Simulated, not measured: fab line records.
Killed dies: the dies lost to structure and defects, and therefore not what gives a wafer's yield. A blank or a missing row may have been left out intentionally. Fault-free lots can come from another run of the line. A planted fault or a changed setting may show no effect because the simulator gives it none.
2 desks, one fault | flow sfqLine | each desk holds nothing but its own numbers, with what lay behind them at the end

== THE METROLOGY DESK ==
Means of the sampled wafers that have a number, per lot and without regard to the tool the lot ran on: this is what the gauges read. A lot is out of limits, marked OUT, if its mean lies more than 4 standard deviations from the usual mean; the brackets give that distance.
Columns: A = M1_NB_RS at SFQ_M1_RS_MEAS_909, usual 0.889 ohm/sq
lot  | first seen here | A
L619 | day 16 19:56    | 0.885
L620 | day 17 00:46    | 0.886
L621 | day 17 04:22    | 0.896
L622 | day 17 15:18    | 0.899
L623 | day 18 11:47    | 0.878
L626 | day 20 03:19    | 0.937 (+4.4) OUT
L628 | day 20 15:49    | 1.013 (+11) OUT
L630 | day 21 00:21    | 0.935 (+4.2) OUT
L633 | day 21 03:46    | 0.883
L635 | day 21 06:13    | 0.894
L636 | day 21 07:32    | 0.866
L638 | day 21 09:56    | 0.882
L639 | day 21 10:57    | 0.904
L641 | day 21 13:21    | 0.901
L642 | day 21 14:45    | 0.881
This desk's result: L626, L628, L630 out of limits, first on L626 (M1_NB_RS at SFQ_M1_RS_MEAS_909), day 20 03:19. L619, L620, L621, L622, L623, L633, L635, L636, L638, L639, L641, L642: within limits.

== AT THE TOOL OWNER'S DESK: pvdSputter-05 ==
The tool's own readings at SFQ_TRILAYER_M1_DEP_SPUTTER_037 (material Nb, target thk 200 nm, time 133.3 s): means of the sampled wafers that have a number, for each lot that ran on this tool. A lot is out of limits, marked OUT, if its mean lies more than 4 standard deviations from the usual mean; the brackets give that distance.
Columns: A = throttleValvePct at SFQ_TRILAYER_M1_DEP_SPUTTER_037, usual 29.8 %
lot  | first seen here | A
L619 | day 16 19:51    | 29.4
L620 | day 17 00:39    | 29.3
L621 | day 17 04:16    | 29.3
L626 | day 20 03:13    | 29.0
L628 | day 20 15:41    | 29.0
L630 | day 21 00:14    | 29.5
Finding of this desk: none of the 6 lots has anything out of limits.

== PUT TOGETHER ==
The metrology desk could have raised an alarm at day 20 03:19, on L626, L628, L630.
Nothing out of limits was seen by the tool owner's desk.
The tool owner's desk has L626, L628, L630 on record, within its limits.
Every lot named ran SFQ_TRILAYER_M1_DEP_SPUTTER_037 on pvdSputter-05.

== WHAT THE SIMULATOR HAD PUT IN ==
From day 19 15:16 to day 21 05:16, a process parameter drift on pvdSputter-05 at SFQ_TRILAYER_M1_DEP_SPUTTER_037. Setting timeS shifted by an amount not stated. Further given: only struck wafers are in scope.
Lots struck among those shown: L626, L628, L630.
Hours from the fault's start to each desk's first reading out of limits: the metrology desk, 12.
